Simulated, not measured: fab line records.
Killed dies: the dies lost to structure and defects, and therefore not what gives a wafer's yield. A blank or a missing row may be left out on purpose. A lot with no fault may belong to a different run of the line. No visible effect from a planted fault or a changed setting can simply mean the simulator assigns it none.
Comparing a struck lot with a sound one / flow sfq_line / 14 steps out of a route of 325
Sound: the wafers L862.2, L862.3, L862.4. Struck: wafers L878.2, L878.3, L878.4. Last of all comes the cause.
For every step that has rows: the tool of each side, followed by ch and its chambers, followed by its first start. Under that, the readings that differ: sound wafers / struck wafers / difference of the means / sigmas: that difference in standard deviations of wafers without a fault.
alike: words and numbers the same on both sides, and readings whose means are apart by under 2 such deviations; not compared: readings that were withheld, readings missing a value for some wafer, numbers with overlapping values and no deviation given by the record, and bounds like >300 which may hide the same value.
Wherever a step has rows on one side only, a row that says differs or no value, or a row with sigmas, the two part there. Numbers that have no deviation but don't overlap get no sigmas and don't part them. A reading missing from all wafers of one side parts the sides only when that side holds two or more wafers.

first, 6 steps without rows for these wafers: SFQ_TRILAYER_M0_LITHO_COAT_026 (resist thk 62 nm); SFQ_TRILAYER_M0_LITHO_COAT_021 (resist thk 600 nm); SFQ_TRILAYER_M0_LITHO_SOFTBAKE_025; SFQ_TRILAYER_M0_LITHO_EXPOSE_022 (exposes mask M0, target cd 500 nm); SFQ_TRILAYER_M0_LITHO_PEB_024 (peb time 60 s); SFQ_TRILAYER_M0_LITHO_DEVELOP_023 (time 60 s).
SFQ_M0_OVL_MEAS_906:
  sound: overlay-01 at day 8 00:37; struck: overlay-01 at day 13 04:19
  alike: M0_OVL
SFQ_TRILAYER_M0_BARC_OPEN_METAL_ETCH_031: etches BARC in O2, target depth 125 nm, time 41.7 s.
  sound on rie_metal-04 ch 0,1, day 8 00:39; struck on rie_metal-03 ch 0,1, day 13 04:21
  alike: drypump_motor_current_A, oes_product_au
  not compared: rf_hours_counter_h
SFQ_TRILAYER_M0_ETCH_METAL_ETCH_024: etches Nb in Cl2/Ar, stops on SiO2, target depth 240 nm, time 120 s.
  sound on rie_metal-04 ch 0,1, day 8 00:43; struck on rie_metal-03 ch 0,1, day 13 04:25
  alike: drypump_motor_current_A, oes_product_au
  not compared: rf_hours_counter_h
SFQ_TRILAYER_M0_STRIP_STRIP_025: strips in O2.
  sound on rie_metal-04 ch 0,1, day 8 00:50; struck on rie_metal-03 ch 0,1, day 13 04:32
  alike: drypump_motor_current_A, oes_product_au
  not compared: rf_hours_counter_h
then, 1 step without rows for these wafers: SFQ_TRILAYER_M0_STRIP_SOLV_CLEAN_026 (cleans in NMP, time 600 s).
SFQ_TRILAYER_I0_DEP_PECVD_027: deposits SiO2 from SiH4/N2O, time 111.11 s, target thk 500 nm.
  sound on pecvd-02 ch 0,2, day 8 01:37; struck on pecvd-01 ch 0,1,2, day 13 05:19
  alike: heater_power_w, showerhead_vpp_V, throttle_valve_pct
SFQ_TRILAYER_I0_CMP_CMP_028: polishes SiO2.
  sound on cmp-02 ch 1,2,3, day 8 06:14; struck on cmp-02 ch 1,2,3, day 13 14:24
reading=platen_rpm (rpm); sound=60.05 60.00 60.06; struck=54.02 54.08 53.94; difference=-6.02; sigmas=-99 or more
  alike: motor_current_A, time_to_endpoint_s
SFQ_I0_BOW_MEAS_907:
  sound: film_metro-01 at day 8 09:16; struck: film_metro-04 at day 13 17:25
  alike: I0_BOW

== WHERE THEY PART ==
Only at SFQ_TRILAYER_I0_CMP_CMP_028, within this record. Later steps at which nothing parts them and some readings are alike: SFQ_I0_BOW_MEAS_907.

WHY: whatever the simulator had introduced
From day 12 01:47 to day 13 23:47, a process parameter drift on cmp-02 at SFQ_TRILAYER_I0_CMP_CMP_028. The setting platen_rpm was moved by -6, starting from 60. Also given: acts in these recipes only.
